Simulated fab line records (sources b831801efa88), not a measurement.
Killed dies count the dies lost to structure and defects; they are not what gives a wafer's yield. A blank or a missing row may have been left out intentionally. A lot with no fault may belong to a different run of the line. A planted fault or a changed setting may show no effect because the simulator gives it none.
Comparing a struck lot with a sound one	flow sky130	43 out of 708 route steps
Sound: the wafers L935.1, L935.2, L935.6. Wafers L955.1, L955.2, L955.6 were the ones struck. The cause is named last.
For every step that has rows: the tool of each side, followed by ch and its chambers, followed by its first start. Under that, the readings that differ: sound wafers	struck wafers	difference of the means	sigmas: that difference in standard deviations of wafers without a fault.
alike: words and numbers the same on both sides, and readings whose means are apart by under 2 such deviations; not compared: readings that were withheld, readings missing a value for some wafer, numbers with overlapping values and no deviation given by the record, and bounds like >300 which may hide the same value.
The two part at a step that has a row with sigmas, a row that says differs or no value, or rows on one side only. Non-overlapping numbers with no deviation appear without sigmas and do not part them. A reading that every wafer of one side lacks parts them only if that side has two wafers or more.

first, 7 steps without rows for these wafers: SKY_VIA4_DEHYDRATE_04 (time 60 s); SKY_VIA4_HMDS_05 (prime time 60 s); SKY_VIA4_COAT_06 (resist thk 1140 nm); SKY_VIA4_SOFTBAKE_07 (time 60 s); SKY_VIA4_EXPOSE_08 (exposes mask VIM4, target cd 800 nm); SKY_VIA4_PEB_09; SKY_VIA4_DEVELOP_10 (develop time 60 s).
SKY_VIA4_OVL_MEAS_11:
  sound: overlay-02 at day 42 20:38; struck: overlay-01 at day 48 02:47
  alike: VIA4_OVL
SKY_VIA4_ETCH_12: etches SiO2 in C4F8/O2/Ar, stops on TiN, target depth 580 nm.
  sound on rie_diel-02 ch 0,3, day 42 20:40; struck on rie_diel-02 ch 0,1, day 48 02:49
  alike: oes_product_au
then, 3 steps without rows for these wafers: SKY_VIA4_STRIP_13 (strips in O2/N2); SKY_VIA4_STRIP_14 (strips in post etch residue remover, time 1200 s); SKY_VIA4_CLEAN_15 (cleans in IPA, time 180 s).
SKY_VIA4_CLEAN_16: cleans in O3/DIW.
  sound on wet_bench-04 ch 3, day 42 21:17; struck on wet_bench-04 ch 1, day 48 03:24
then, 1 step without rows for these wafers: SKY_VIA4_SPUTTER_17 (material TiN, target thk 20 nm, time 80 s).
SKY_VIA4_CVD_18: deposits W, target thk 505 nm, time 152.14 s.
  sound on cvd_w-01 ch 0,1, day 42 21:26; struck on cvd_w-02 ch 0,1, day 48 03:33
  alike: heater_power_w
SKY_VIA4_RS_MEAS_19: uses a four-point probe to measure.
  sound: film_metro-03 at day 42 21:35; struck: film_metro-01 at day 48 03:42
  alike: VIA4_W_RS
SKY_VIA4_THK_MEAS_20: measures by xrf.
  sound: film_metro-03 at day 42 21:43; struck: film_metro-01 at day 48 03:49
  alike: VIA4_W_THK
then, 2 steps without rows for these wafers: SKY_VIA4_CMP_21 (polishes, stops on SiO2, t overpolish 25 s, target thk 0 nm); SKY_METAL5_SPUTTER_00 (material Ti, target thk 15 nm, time 10 s).
SKY_METAL5_SPUTTER_01: material TiN, target thk 20 nm, time 16.7 s.
  sound: pvd_sputter-02 at day 42 22:05; struck: pvd_sputter-02 at day 48 04:12
  alike: throttle_valve_pct
then, 1 step without rows for these wafers: SKY_METAL5_SPUTTER_02 (material AlCu, target thk 1150 nm, time 61.2 s).
SKY_METAL5_SPUTTER_03: material Ti, target thk 5 nm, time 3.3 s.
  sound: pvd_sputter-02 at day 42 22:10; struck: pvd_sputter-02 at day 48 04:17
  alike: throttle_valve_pct
then, 1 step without rows for these wafers: SKY_METAL5_SPUTTER_04 (material TiN, target thk 70 nm, time 58.3 s).
SKY_METAL5_RS_MEAS_05: uses a four-point probe to measure.
  sound: film_metro-02 at day 42 22:14; struck: film_metro-03 at day 48 04:21
  alike: METAL5_ALCU_RS
SKY_METAL5_THK_MEAS_06: measures by xrf.
  sound: film_metro-02 at day 42 22:22; struck: film_metro-03 at day 48 04:28
reading	sound	struck	difference	sigmas
METAL5_ALCU_THK (nm)	1148 1166 1161	1109 1133 1124	-36	-3
then, 7 steps without rows for these wafers: SKY_METAL5_DEHYDRATE_07 (time 60 s); SKY_METAL5_HMDS_08 (prime time 60 s); SKY_METAL5_COAT_09 (resist thk 1800 nm); SKY_METAL5_SOFTBAKE_10 (time 60 s); SKY_METAL5_EXPOSE_11 (exposes mask MM5, target cd 1600 nm); SKY_METAL5_PEB_12; SKY_METAL5_DEVELOP_13 (develop time 60 s).
SKY_METAL5_DESCUM_14: chemistry O2, time 11 s.
  sound on rie_metal-02 ch 0,1, day 43 21:44; struck on rie_metal-02 ch 0,1, day 48 23:23
  alike: drypump_motor_current_A, oes_product_au, temp_c
  not compared: rf_hours_counter_h
then, 6 steps without rows for these wafers: SKY_METAL5_METAL_ETCH_15 (etches the open film in Cl2/BCl3, stops on SiO2, target depth 1260 nm, time 252 s); SKY_METAL5_STRIP_16 (strips in O2/N2); SKY_METAL5_STRIP_17 (strips in post etch residue remover, time 1200 s); SKY_METAL5_CLEAN_18 (cleans in IPA, time 180 s); SKY_METAL5_CLEAN_19 (cleans in O3/DIW); SKY_PASSIVATION_CVD_00 (deposits SiO2, target thk 90 nm).
SKY_PASSIVATION_THK_MEAS_01:
  sound: film_metro-02 at day 43 22:40; struck: film_metro-02 at day 49 00:32
  alike: PASSIVATION_CVD_00_THK
then, 1 step without rows for these wafers: SKY_PASSIVATION_CVD_02 (deposits Si3N4, target thk 540 nm).
SKY_PASSIVATION_THK_MEAS_03:
  sound: film_metro-04 at day 43 22:57; struck: film_metro-02 at day 49 00:50
  alike: PASSIVATION_CVD_02_THK
SKY_PAD_OPEN_PROBE_99:
  sound: prober-02 at day 45 21:22; struck: prober-01 at day 50 12:02
reading	sound	struck	difference	sigmas
defect_limited_yield (%)	79.9 84.8 86.0	77.0 74.0 75.6	-8.0	-4
killed_at_M4_up	3 5 2	42 44 45	+40	+22
killed_at_other	1 1 1	0 0 0	-1	-2
killed_dies	99 75 69	113 128 120	+39	+4
sort_bin_3_pad_short (%)	0.8 0.6 0.4	3.3 2.0 2.0	+1.8	+5
sort_bin_5_function (%)	13.2 8.7 8.9	12.8 18.3 16.7	+5.7	+4
sort_n_pass	393 417 423	379 364 372	-39	-4
sort_yield_pct (%)	79.9 84.8 86.0	77.0 74.0 75.6	-8.0	-4
model.etest.tester.sort_n_pass	393 417 423	379 364 372	-39	
model.etest.tester.sort_yield_pct (%)	79.88 84.76 85.98	77.03 73.98 75.61	-8.00	
model.etest.tester.sort_bin_3_pct (%)	0.813 0.6098 0.4065	3.252 2.033 2.033	+1.830	
  alike: killed_at_M0_to_M3, killed_at_contacts, killed_at_front_end, killed_open, killed_short, sort_bin_6_memory
  not compared: model.etest.tester.sort_bin_5_pct

== WHERE THEY PART ==
First at SKY_METAL5_THK_MEAS_06; last, within this record, at SKY_PAD_OPEN_PROBE_99.

WHY: the cause the simulator had injected
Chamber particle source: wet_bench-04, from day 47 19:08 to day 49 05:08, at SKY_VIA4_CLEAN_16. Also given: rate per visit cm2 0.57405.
